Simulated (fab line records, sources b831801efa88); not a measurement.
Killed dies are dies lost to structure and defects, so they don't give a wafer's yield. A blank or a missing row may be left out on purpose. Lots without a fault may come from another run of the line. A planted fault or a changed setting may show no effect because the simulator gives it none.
Chamber matching | flow gf180mcu | GF_CONTACT_CMP_04 on cmp-01: 4 sister chambers
The step polishes SiO2. 7 wafers are shown with their chamber, then 9 later ones without.

WAFERS WITH THEIR CHAMBER
wafer  | chamber | motor_current_A (A) | time_to_endpoint_s (s)
L468.1 | 0       | 13.7                | 112
L471.2 | 3       | 13.8                | 122
L471.4 | 1       | 11.9                | 136
L471.5 | 2       | 13.6                | 125
L472.2 | 1       | 11.4                | 117
L472.3 | 2       | 12.7                | 108
L472.6 | 0       | 13.4                | 115

WAFERS WITHOUT THEIR CHAMBER
wafer  | motor_current_A (A) | time_to_endpoint_s (s)
L473.1 | 11.3                | 126
L473.3 | 12.8                | 116
L473.5 | 12.5                | 122
L478.1 | 11.4                | 132
L478.4 | 12.9                | 119
L478.5 | 13.7                | 128
L481.2 | 12.4                | 110
L481.5 | 13.6                | 114
L481.6 | 13.3                | 117

WHICH CHAMBER EACH WENT THROUGH
wafer  | from the rows above               | in truth
L473.1 | 1                                 | 1
L473.3 | can't be placed: 2 or 0 or 3      | 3
L473.5 | can't be placed: 2 or 1 or 0 or 3 | 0
L478.1 | 1                                 | 1
L478.4 | can't be placed: 2 or 0 or 3      | 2
L478.5 | can't be placed: 3 or 0 or 2      | 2
L481.2 | can't be placed: 2 or 1 or 0 or 3 | 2
L481.5 | can't be placed: 0 or 3 or 2      | 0
L481.6 | can't be placed: 2 or 0 or 3      | 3
Placed correctly: 2 of 9. Can't be placed from these rows: 7 (the true chamber is among the candidates in 7). Placed wrongly: 0.
How it was worked out, from the rows above alone: a wafer's distance from a chamber is the root of the sum, over the readings, of the square of ((its reading less the chamber's mean) divided by the reading's scatter). The wafer belongs to the nearest chamber; if the next one is less than 2 further off, it can't be placed. A chamber's mean is the mean of its shown wafers. The scatter: the root of (the sum of the squares of (reading less its chamber's mean) over the shown wafers, divided by (wafers less chambers)).
